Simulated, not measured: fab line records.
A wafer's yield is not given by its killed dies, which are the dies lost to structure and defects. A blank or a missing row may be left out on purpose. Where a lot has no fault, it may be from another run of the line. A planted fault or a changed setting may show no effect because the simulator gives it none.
Which tool is to blame? || flow gf180mcu || 42 wafers from 15 lots sampled at 5 of the route's 602 steps

WHAT EACH GAUGE READ, for each wafer
GF_VT_IMPLANT_OVL_MEAS_40. Usual: for VT_IMPLANT_03_OVL the level is 0.6 nm and the standard deviation is 1.4.
{"lot": "L351", "measured": "day 8 03:49", "on": "overlay-01", "VT_IMPLANT_03_OVL (nm)": "-2.1 -1.6 -2.1", "flag": ""}
{"lot": "L352", "measured": "day 8 10:01", "on": "overlay-02", "VT_IMPLANT_03_OVL (nm)": "1.2 1.6 0.7", "flag": ""}
{"lot": "L353", "measured": "day 8 14:47", "on": "overlay-01", "VT_IMPLANT_03_OVL (nm)": "-0.2 0.7 1.6", "flag": ""}
{"lot": "L354", "measured": "day 8 21:56", "on": "overlay-01", "VT_IMPLANT_03_OVL (nm)": "-1.4 -2.1 -1.4", "flag": ""}
{"lot": "L355", "measured": "day 9 05:10", "on": "overlay-01", "VT_IMPLANT_03_OVL (nm)": "-0.2 1.7 1.4", "flag": ""}
{"lot": "L357", "measured": "day 9 21:37", "on": "overlay-01", "VT_IMPLANT_03_OVL (nm)": "2.8 1.0", "flag": ""}
{"lot": "L358", "measured": "day 10 04:37", "on": "overlay-01", "VT_IMPLANT_03_OVL (nm)": "-2.0 -1.4", "flag": ""}
{"lot": "L360", "measured": "day 10 19:22", "on": "overlay-02", "VT_IMPLANT_03_OVL (nm)": "-1.7 0.6", "flag": ""}
{"lot": "L363", "measured": "day 11 12:31", "on": "overlay-02", "VT_IMPLANT_03_OVL (nm)": "2.0 1.0 1.1", "flag": ""}
{"lot": "L364", "measured": "day 11 20:40", "on": "overlay-01", "VT_IMPLANT_03_OVL (nm)": "1.8 1.6 0.4", "flag": ""}
{"lot": "L366", "measured": "day 12 08:23", "on": "overlay-01", "VT_IMPLANT_03_OVL (nm)": "0.6 0.9 1.5", "flag": ""}
{"lot": "L368", "measured": "day 12 22:07", "on": "overlay-01", "VT_IMPLANT_03_OVL (nm)": "3.4 2.6 2.5", "flag": ""}
{"lot": "L370", "measured": "day 13 08:13", "on": "overlay-01", "VT_IMPLANT_03_OVL (nm)": "0.4 0.4 1.8", "flag": ""}
{"lot": "L371", "measured": "day 13 17:19", "on": "overlay-01", "VT_IMPLANT_03_OVL (nm)": "3.6 1.8 1.9", "flag": ""}
{"lot": "L372", "measured": "day 14 02:32", "on": "overlay-02", "VT_IMPLANT_03_OVL (nm)": "-0.3 0.4 0.0", "flag": ""}

GF_POLY_GATE_THK_MEAS_01. Usual: for POLY_GATE_CVD_00_THK the level is 200.2 nm and the standard deviation is 2.
{"lot": "L351", "measured": "day 9 01:50", "on": "film metro-02", "POLY_GATE_CVD_00_THK (nm)": "202.6 199.7 200.6", "flag": ""}
{"lot": "L352", "measured": "day 9 09:23", "on": "film metro-04", "POLY_GATE_CVD_00_THK (nm)": "202.5 204.5 204.4", "flag": ""}
{"lot": "L353", "measured": "day 9 13:56", "on": "film metro-01", "POLY_GATE_CVD_00_THK (nm)": "201.7 200.1 199.6", "flag": ""}
{"lot": "L354", "measured": "day 9 22:28", "on": "film metro-01", "POLY_GATE_CVD_00_THK (nm)": "200.7 201.0 203.6", "flag": ""}
{"lot": "L355", "measured": "day 10 05:01", "on": "film metro-02", "POLY_GATE_CVD_00_THK (nm)": "201.2 200.6 199.1", "flag": ""}
{"lot": "L357", "measured": "day 10 20:56", "on": "film metro-04", "POLY_GATE_CVD_00_THK (nm)": "199.0 199.5", "flag": ""}
{"lot": "L358", "measured": "day 11 07:03", "on": "film metro-01", "POLY_GATE_CVD_00_THK (nm)": "201.4 201.5", "flag": ""}
{"lot": "L360", "measured": "day 11 20:02", "on": "film metro-01", "POLY_GATE_CVD_00_THK (nm)": "196.8 199.1", "flag": ""}
{"lot": "L363", "measured": "day 12 15:22", "on": "film metro-01", "POLY_GATE_CVD_00_THK (nm)": "200.6 201.0 199.6", "flag": ""}
{"lot": "L364", "measured": "day 12 21:16", "on": "film metro-04", "POLY_GATE_CVD_00_THK (nm)": "201.7 201.5 201.6", "flag": ""}
{"lot": "L366", "measured": "day 13 09:49", "on": "film metro-01", "POLY_GATE_CVD_00_THK (nm)": "198.1 197.7 195.5", "flag": ""}
{"lot": "L368", "measured": "day 13 23:52", "on": "film metro-01", "POLY_GATE_CVD_00_THK (nm)": "196.9 199.5 198.0", "flag": ""}
{"lot": "L370", "measured": "day 14 10:53", "on": "film metro-01", "POLY_GATE_CVD_00_THK (nm)": "199.0 198.0 198.8", "flag": ""}
{"lot": "L371", "measured": "day 14 20:24", "on": "film metro-01", "POLY_GATE_CVD_00_THK (nm)": "199.9 199.4 200.8", "flag": ""}
{"lot": "L372", "measured": "day 15 06:28", "on": "film metro-01", "POLY_GATE_CVD_00_THK (nm)": "197.1 195.3 196.5", "flag": ""}

GF_HV_LDD_CD_MEAS_07 targets a cd of 400 nm. Usual: cd nm 400.5 nm, standard deviation 2.1.
{"lot": "L351", "measured": "day 10 14:24", "on": "cd sem-02", "cd nm (nm)": "401.7 402.5 400.9", "flag": ""}
{"lot": "L352", "measured": "day 10 22:28", "on": "cd sem-01", "cd nm (nm)": "399.1 398.2 401.5", "flag": ""}
{"lot": "L353", "measured": "day 11 05:05", "on": "cd sem-02", "cd nm (nm)": "398.4 397.1 397.4", "flag": ""}
{"lot": "L354", "measured": "day 11 13:17", "on": "cd sem-02", "cd nm (nm)": "400.7 401.4 399.5", "flag": ""}
{"lot": "L355", "measured": "day 11 18:13", "on": "cd sem-01", "cd nm (nm)": "402.2 401.6 403.4", "flag": ""}
{"lot": "L357", "measured": "day 12 12:54", "on": "cd sem-01", "cd nm (nm)": "414.7 400.0", "flag": "OFF"}
{"lot": "L358", "measured": "day 12 22:46", "on": "cd sem-02", "cd nm (nm)": "414.5 401.4", "flag": "OFF"}
{"lot": "L360", "measured": "day 13 12:27", "on": "cd sem-01", "cd nm (nm)": "413.0 411.5", "flag": "OFF"}
{"lot": "L363", "measured": "day 14 09:34", "on": "cd sem-01", "cd nm (nm)": "402.0 401.8 401.6", "flag": ""}
{"lot": "L364", "measured": "day 14 15:13", "on": "cd sem-01", "cd nm (nm)": "406.9 404.9 401.8", "flag": ""}
{"lot": "L366", "measured": "day 15 04:58", "on": "cd sem-01", "cd nm (nm)": "400.7 399.7 399.3", "flag": ""}
{"lot": "L368", "measured": "day 15 20:07", "on": "cd sem-01", "cd nm (nm)": "399.4 398.8 401.4", "flag": ""}
{"lot": "L370", "measured": "day 16 08:35", "on": "cd sem-01", "cd nm (nm)": "396.0 397.7 397.4", "flag": ""}
{"lot": "L371", "measured": "day 16 17:23", "on": "cd sem-02", "cd nm (nm)": "402.8 401.2 402.7", "flag": ""}
{"lot": "L372", "measured": "day 17 04:20", "on": "cd sem-02", "cd nm (nm)": "400.5 401.1 401.6", "flag": ""}

GF_HV_LDD_TW_MEAS_23. Usual: for HV_LDD_2_TW the level is 1056 and the standard deviation is 7.2.
{"lot": "L351", "measured": "day 11 08:54", "on": "film metro-04", "HV_LDD_2_TW": "1058 1052 1050", "flag": ""}
{"lot": "L352", "measured": "day 11 17:21", "on": "film metro-04", "HV_LDD_2_TW": "1050 1051 1046", "flag": ""}
{"lot": "L353", "measured": "day 12 00:11", "on": "film metro-03", "HV_LDD_2_TW": "1067 1059 1065", "flag": ""}
{"lot": "L354", "measured": "day 12 08:19", "on": "film metro-03", "HV_LDD_2_TW": "1065 1069 1062", "flag": ""}
{"lot": "L355", "measured": "day 12 14:17", "on": "film metro-01", "HV_LDD_2_TW": "1057 1057 1057", "flag": ""}
{"lot": "L357", "measured": "day 13 09:11", "on": "film metro-04", "HV_LDD_2_TW": "1050 1050", "flag": ""}
{"lot": "L358", "measured": "day 13 18:45", "on": "film metro-01", "HV_LDD_2_TW": "1053 1051", "flag": ""}
{"lot": "L360", "measured": "day 14 09:44", "on": "film metro-04", "HV_LDD_2_TW": "1052 1052", "flag": ""}
{"lot": "L363", "measured": "day 15 07:17", "on": "film metro-04", "HV_LDD_2_TW": "1049 1050 1046", "flag": ""}
{"lot": "L364", "measured": "day 15 13:19", "on": "film metro-04", "HV_LDD_2_TW": "1047 1054 1052", "flag": ""}
{"lot": "L366", "measured": "day 16 03:33", "on": "film metro-04", "HV_LDD_2_TW": "1044 1047 1049", "flag": ""}
{"lot": "L368", "measured": "day 16 19:08", "on": "film metro-03", "HV_LDD_2_TW": "1063 1068 1062", "flag": ""}
{"lot": "L370", "measured": "day 17 08:20", "on": "film metro-04", "HV_LDD_2_TW": "1051 1056 1057", "flag": ""}
{"lot": "L371", "measured": "day 17 17:10", "on": "film metro-04", "HV_LDD_2_TW": "1059 1062 1061", "flag": ""}
{"lot": "L372", "measured": "day 18 04:14", "on": "film metro-03", "HV_LDD_2_TW": "1054 1059 1066", "flag": ""}

TOOL THAT RAN EACH LOT (tool first, then ch and the chambers of the sampled wafers, then the start)
{"lot": "L351", "GF_HV_LDD_DEVELOP_06": "litho track-01 ch 0, day 10 14:15"}
{"lot": "L352", "GF_HV_LDD_DEVELOP_06": "litho track-02 ch 0, day 10 22:19"}
{"lot": "L353", "GF_HV_LDD_DEVELOP_06": "litho track-02 ch 0, day 11 04:57"}
{"lot": "L354", "GF_HV_LDD_DEVELOP_06": "litho track-01 ch 0, day 11 13:08"}
{"lot": "L355", "GF_HV_LDD_DEVELOP_06": "litho track-03 ch 0, day 11 18:04"}
{"lot": "L357", "GF_HV_LDD_DEVELOP_06": "litho track-01 ch 0, day 12 12:45"}
{"lot": "L358", "GF_HV_LDD_DEVELOP_06": "litho track-01 ch 0, day 12 22:38"}
{"lot": "L360", "GF_HV_LDD_DEVELOP_06": "litho track-01 ch 0, day 13 12:18"}
{"lot": "L363", "GF_HV_LDD_DEVELOP_06": "litho track-03 ch 0, day 14 09:25"}
{"lot": "L364", "GF_HV_LDD_DEVELOP_06": "litho track-03 ch 0, day 14 15:04"}
{"lot": "L366", "GF_HV_LDD_DEVELOP_06": "litho track-02 ch 0, day 15 04:49"}
{"lot": "L368", "GF_HV_LDD_DEVELOP_06": "litho track-03 ch 0, day 15 19:58"}
{"lot": "L370", "GF_HV_LDD_DEVELOP_06": "litho track-01 ch 0, day 16 08:26"}
{"lot": "L371", "GF_HV_LDD_DEVELOP_06": "litho track-03 ch 0, day 16 17:14"}
{"lot": "L372", "GF_HV_LDD_DEVELOP_06": "litho track-01 ch 0, day 17 04:11"}
- GF_HV_LDD_DEVELOP_06: develop time 60 s.

WHAT THE TOOLS THEMSELVES READ (means of the sampled wafers that have a number; where no wafer has one, the mark that the record gives instead)
GF_HV_LDD_DEVELOP_06. Usual: exhaust pa 45.0 Pa, standard deviation 0.94.
{"lot": "L351", "tool": "litho track-01", "exhaust pa (Pa)": 44.0, "flag": ""}
{"lot": "L352", "tool": "litho track-02", "exhaust pa (Pa)": 45.2, "flag": ""}
{"lot": "L353", "tool": "litho track-02", "exhaust pa (Pa)": 45.4, "flag": ""}
{"lot": "L354", "tool": "litho track-01", "exhaust pa (Pa)": 45.2, "flag": ""}
{"lot": "L355", "tool": "litho track-03", "exhaust pa (Pa)": 45.5, "flag": ""}
{"lot": "L357", "tool": "litho track-01", "exhaust pa (Pa)": 45.9, "flag": ""}
{"lot": "L358", "tool": "litho track-01", "exhaust pa (Pa)": 45.7, "flag": ""}
{"lot": "L360", "tool": "litho track-01", "exhaust pa (Pa)": 44.5, "flag": ""}
{"lot": "L363", "tool": "litho track-03", "exhaust pa (Pa)": 44.6, "flag": ""}
{"lot": "L364", "tool": "litho track-03", "exhaust pa (Pa)": 45.8, "flag": ""}
{"lot": "L366", "tool": "litho track-02", "exhaust pa (Pa)": 45.8, "flag": ""}
{"lot": "L368", "tool": "litho track-03", "exhaust pa (Pa)": 45.1, "flag": ""}
{"lot": "L370", "tool": "litho track-01", "exhaust pa (Pa)": 44.0, "flag": ""}
{"lot": "L371", "tool": "litho track-03", "exhaust pa (Pa)": 44.5, "flag": ""}
{"lot": "L372", "tool": "litho track-01", "exhaust pa (Pa)": 44.4, "flag": ""}

THE ANSWER, worked out from the rows above alone
Rule: a lot counts as off when the mean over its wafers that have a number is more than 3 standard deviations away from the usual mean. Also off: a lot with no number at a reading for which 4 or more lots have one. Any other lot the step has rows for is counted as sound. After the gauges, taken in route order, come the tools' own readings; for these a lot's mean is taken, as printed above. At the first step where some lot is off, the reading lying furthest off is the one used; lots without a number count as furthest.
Off, at GF_HV_LDD_CD_MEAS_07 on cd nm: L357, L358, L360.
If a tool, at a process step before that reading, ran all the lots that are off and no sound lot after the first of them, it fits. The gauges at GF_HV_LDD_CD_MEAS_07 are tried like those tools. No candidate that was tried fits.

WHAT THE SIMULATOR HAD PUT IN
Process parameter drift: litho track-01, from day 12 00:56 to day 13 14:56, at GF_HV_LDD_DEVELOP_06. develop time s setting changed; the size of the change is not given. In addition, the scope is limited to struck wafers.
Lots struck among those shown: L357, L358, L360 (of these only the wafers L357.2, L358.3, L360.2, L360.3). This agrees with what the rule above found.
